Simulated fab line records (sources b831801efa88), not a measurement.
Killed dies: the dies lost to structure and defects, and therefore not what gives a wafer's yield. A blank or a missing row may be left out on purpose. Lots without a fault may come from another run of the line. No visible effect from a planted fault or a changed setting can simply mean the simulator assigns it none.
2 desks, one fault | flow gf180mcu | each desk has only its own numbers; what lay behind them comes last

== FROM THE METROLOGY DESK ==
Lot by lot, what the gauges showed, no matter which tool ran the lot: averages of those sampled wafers that carry a number. Marked OUT: a lot whose mean sits more than 4 standard deviations from the usual mean, which makes it out of limits; the brackets give that distance.
Columns: A = VT_IMPLANT_01_OVL at GF_VT_IMPLANT_OVL_MEAS_18, usual 0.3 nm; B = VT_IMPLANT_3_TW at GF_VT_IMPLANT_TW_MEAS_32, usual 270.7; C = POLY_GATE_CVD_00_THK at GF_POLY_GATE_THK_MEAS_01, usual 199.5 nm; D = cdNm at GF_HV_LDD_CD_MEAS_19, usual 398.5 nm
lot  | first seen here | A    | B     | C               | D
L800 | day 6 06:58     | 0.8  | 270.4 | 200.3           | 396.3
L801 | day 6 12:48     | -0.1 | 269.9 | 199.5           | 394.5
L802 | day 6 17:36     | 0.6  | 273.9 | 201.4           | 399.7
L803 | day 7 03:28     | 1.2  | 269.6 | 196.7           | 402.4
L804 | day 7 10:00     | 0.6  | 271.3 | 201.0           | 401.8
L805 | day 7 12:39     | -0.4 | 271.2 | 199.0           | 398.6
L806 | day 7 16:51     | 0.9  | 270.9 | 198.1           | 401.9
L807 | day 8 00:03     | -3.2 | 271.3 | 200.9           | 394.7
L808 | day 8 08:51     | 1.1  | 270.4 | 196.4           | 401.7
L813 | day 10 07:51    | -0.7 | 268.0 | 222.9 (+14) OUT | 398.4
L815 | day 10 14:22    | 0.1  | 271.0 | 219.4 (+12) OUT | 396.9
L819 | day 11 14:19    | -1.6 | 269.8 | 200.5           | 397.0
L820 | day 11 14:57    | 0.8  | 269.4 | 198.5           | 400.8
Per this desk, out of limits: L813, L815; the first was L813, day 12 22:44 (POLY_GATE_CVD_00_THK at GF_POLY_GATE_THK_MEAS_01). L800, L801, L802, L803, L804, L805, L806, L807, L808, L819, L820: within limits.

== THE TOOL OWNER'S DESK: lpcvd-01 ==
The tool's own readings at GF_POLY_GATE_CVD_00 (deposits poly-Si, target thk 200 nm, time 1200 s): means of the sampled wafers that have a number, for each lot that ran on this tool. Marked OUT: a lot whose mean sits more than 4 standard deviations from the usual mean, which makes it out of limits; the brackets give that distance.
Columns: A = zonePowerCentrePct at GF_POLY_GATE_CVD_00, usual 8.7 %; B = zonePowerLowerPct at GF_POLY_GATE_CVD_00, usual 9.87 %
lot  | first seen here | A   | B
L800 | day 8 10:36     | 7.3 | 9.63
L804 | day 9 16:08     | 9.6 | 9.84
L805 | day 9 21:52     | 7.3 | 9.59
L807 | day 10 09:10    | 7.4 | 9.56
L808 | day 10 17:45    | 9.6 | 9.71
L813 | day 12 21:24    | 7.3 | 9.55
L815 | day 13 03:27    | 9.8 | 9.75
This desk found nothing out of limits on any of the 7 lots.

== TAKEN TOGETHER ==
On L813, L815, the metrology desk was in a position to raise an alarm at day 12 22:44.
Nothing out of limits was seen by the tool owner's desk.
The tool owner's desk has L813, L815 on record, within its limits.
On lpcvd-01, each named lot ran GF_POLY_GATE_CVD_00.

== WHAT WAS PUT IN BY THE SIMULATOR ==
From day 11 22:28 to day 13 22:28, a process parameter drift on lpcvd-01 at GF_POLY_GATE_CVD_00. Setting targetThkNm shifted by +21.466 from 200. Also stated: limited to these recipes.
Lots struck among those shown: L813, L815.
Time in hours between the start of the fault and the first out-of-limits reading at each desk: metrology desk, 24.
